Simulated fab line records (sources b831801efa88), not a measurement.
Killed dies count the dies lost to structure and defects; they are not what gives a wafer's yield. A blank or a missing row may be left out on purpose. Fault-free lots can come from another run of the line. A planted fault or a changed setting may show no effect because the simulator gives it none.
Matching of chambers -- flow gf180mcu -- GF_V4_CMP_04 on cmp-02: 4 sister chambers
The step polishes SiO2. 22 wafers are shown with their chamber, then 11 later ones without.

EACH WAFER AND ITS CHAMBER
wafer,chamber,motor-current-A (A),edge-zone-pressure-frac,time-to-endpoint-s (s)
L074.1,2,12.1,0.995,77
L074.4,3,11.9,0.996,84
L074.5,1,13.8,1.000,84
L076.3,1,13.3,1.005,77
L076.4,2,12.8,1.004,75
L076.6,1,13.8,1.004,81
L075.1,3,12.5,1.003,81
L075.5,0,13.3,1.004,84
L075.6,1,14.1,1.001,97
L077.1,1,12.7,1.002,77
L077.5,0,13.0,0.997,89
L077.6,3,12.7,0.996,84
L079.1,1,13.9,1.006,87
L079.4,0,11.8,1.003,90
L079.6,3,12.2,0.995,91
L081.1,3,12.5,0.992,74
L081.2,2,11.2,0.998,71
L081.6,3,12.5,0.988,82
L082.2,3,12.2,0.995,75
L082.4,2,11.9,0.999,74
L082.5,2,12.5,0.999,76
L087.1,0,13.0,1.004,76

SIGNATURES (means of the wafers above)
reading,chamber 0,chamber 1,chamber 2,chamber 3,scatter within a chamber
motor-current-A,12.775,13.600,12.100,12.357,0.505
edge-zone-pressure-frac,1.00200,1.00300,0.99900,0.99500,0.00356
time-to-endpoint-s,84.75,83.83,74.60,81.57,5.92
Rule: for each reading, subtract the chamber's mean from the wafer's reading, divide by that reading's scatter and square the result; add these up over the readings and take the root, which gives the wafer's distance from the chamber. If the next closest chamber is less than 2 further off than the closest, the wafer can't be placed; otherwise it belongs to the closest. The scatter is the square root of a quotient: the sum, over the shown wafers, of each reading's squared deviation from its chamber's mean, divided by wafers minus chambers.

WAFERS WITH NO CHAMBER GIVEN
wafer,motor-current-A (A),edge-zone-pressure-frac,time-to-endpoint-s (s)
L087.2,12.5,1.005,73
L087.3,13.8,1.003,77
L093.2,13.4,1.010,73
L093.4,13.7,1.006,79
L093.5,12.9,1.005,72
L094.1,12.3,1.002,72
L094.3,13.5,1.002,79
L094.5,13.4,0.996,75
L095.2,12.1,1.000,81
L095.3,12.8,1.001,78
L095.6,11.8,1.007,78

WHICH CHAMBER EACH ONE RAN IN
wafer,from the rows above,in truth
L087.2,can't be placed: 2 or 0 or 1 or 3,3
L087.3,can't be placed: 1 or 0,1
L093.2,can't be placed: 1 or 0 or 2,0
L093.4,can't be placed: 1 or 0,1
L093.5,can't be placed: 0 or 2 or 1 or 3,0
L094.1,can't be placed: 2 or 0 or 3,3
L094.3,can't be placed: 1 or 0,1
L094.5,can't be placed: 3 or 1 or 0 or 2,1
L095.2,can't be placed: 2 or 3 or 0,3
L095.3,can't be placed: 0 or 2 or 1 or 3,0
L095.6,can't be placed: 2 or 0 or 3 or 1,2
Correct placement for 0 of the 11. Unplaceable from these rows: 11, with the true chamber sitting among the candidates in 11. Placed wrongly: 0.
